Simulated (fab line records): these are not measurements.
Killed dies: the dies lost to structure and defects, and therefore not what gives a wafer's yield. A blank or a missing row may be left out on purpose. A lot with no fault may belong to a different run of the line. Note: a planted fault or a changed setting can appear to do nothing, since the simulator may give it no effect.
Chamber matching :: flow gf180mcu :: GF_POLY_GATE_ETCH_13 on rie-si-02 has 4 sister chambers
The step etches poly-Si in HBr/Cl2, stops on SiO2, target depth 198.5 nm, time 69.6 s. 8 wafers are shown with their chamber, then 7 later ones without.

== WAFERS PAIRED WITH THEIR CHAMBERS ==
wafer: L808.2
chamber: 1
drypump-motor-current-A (A): 5.4
he-backside-leak-sccm (sccm): 2.40

wafer: L809.5
chamber: 1
drypump-motor-current-A (A): 5.4
he-backside-leak-sccm (sccm): 2.39

wafer: L809.6
chamber: 2
drypump-motor-current-A (A): 6.1
he-backside-leak-sccm (sccm): 2.51

wafer: L810.1
chamber: 0
drypump-motor-current-A (A): 4.8
he-backside-leak-sccm (sccm): 2.40

wafer: L810.2
chamber: 3
drypump-motor-current-A (A): 6.2
he-backside-leak-sccm (sccm): 2.68

wafer: L810.3
chamber: 2
drypump-motor-current-A (A): 6.0
he-backside-leak-sccm (sccm): 2.31

wafer: L812.1
chamber: 0
drypump-motor-current-A (A): 4.9
he-backside-leak-sccm (sccm): 2.44

wafer: L812.3
chamber: 3
drypump-motor-current-A (A): 6.1
he-backside-leak-sccm (sccm): 2.55

== WAFERS WHOSE CHAMBER IS MISSING ==
wafer: L812.5
drypump-motor-current-A (A): 5.4
he-backside-leak-sccm (sccm): 2.21

wafer: L813.2
drypump-motor-current-A (A): 4.8
he-backside-leak-sccm (sccm): 2.41

wafer: L813.4
drypump-motor-current-A (A): 6.2
he-backside-leak-sccm (sccm): 2.47

wafer: L813.5
drypump-motor-current-A (A): 4.9
he-backside-leak-sccm (sccm): 2.43

wafer: L814.2
drypump-motor-current-A (A): 4.9
he-backside-leak-sccm (sccm): 2.44

wafer: L814.3
drypump-motor-current-A (A): 6.1
he-backside-leak-sccm (sccm): 2.31

wafer: L814.5
drypump-motor-current-A (A): 6.1
he-backside-leak-sccm (sccm): 2.29

== WHICH CHAMBER EACH WENT THROUGH ==
wafer: L812.5
from the rows above: 1
in truth: 1

wafer: L813.2
from the rows above: 0
in truth: 0

wafer: L813.4
from the rows above: can't be placed: 3 or 2
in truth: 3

wafer: L813.5
from the rows above: 0
in truth: 0

wafer: L814.2
from the rows above: 0
in truth: 0

wafer: L814.3
from the rows above: 2
in truth: 2

wafer: L814.5
from the rows above: 2
in truth: 2
6 of 7 placed correctly. Not placeable from these rows: 1 (in 1, the candidates include the true chamber). 0 placed wrongly.
How it was worked out, from the rows above alone: a wafer's distance from a chamber is the root of the sum, over the readings, of the square of ((its reading less the chamber's mean) divided by the reading's scatter). The wafer belongs to the nearest chamber; if the next one is less than 2 further off, it can't be placed. Each chamber's mean is taken over the wafers shown for it. The scatter is the square root of a quotient: the sum, over the shown wafers, of each reading's squared deviation from its chamber's mean, divided by wafers minus chambers.
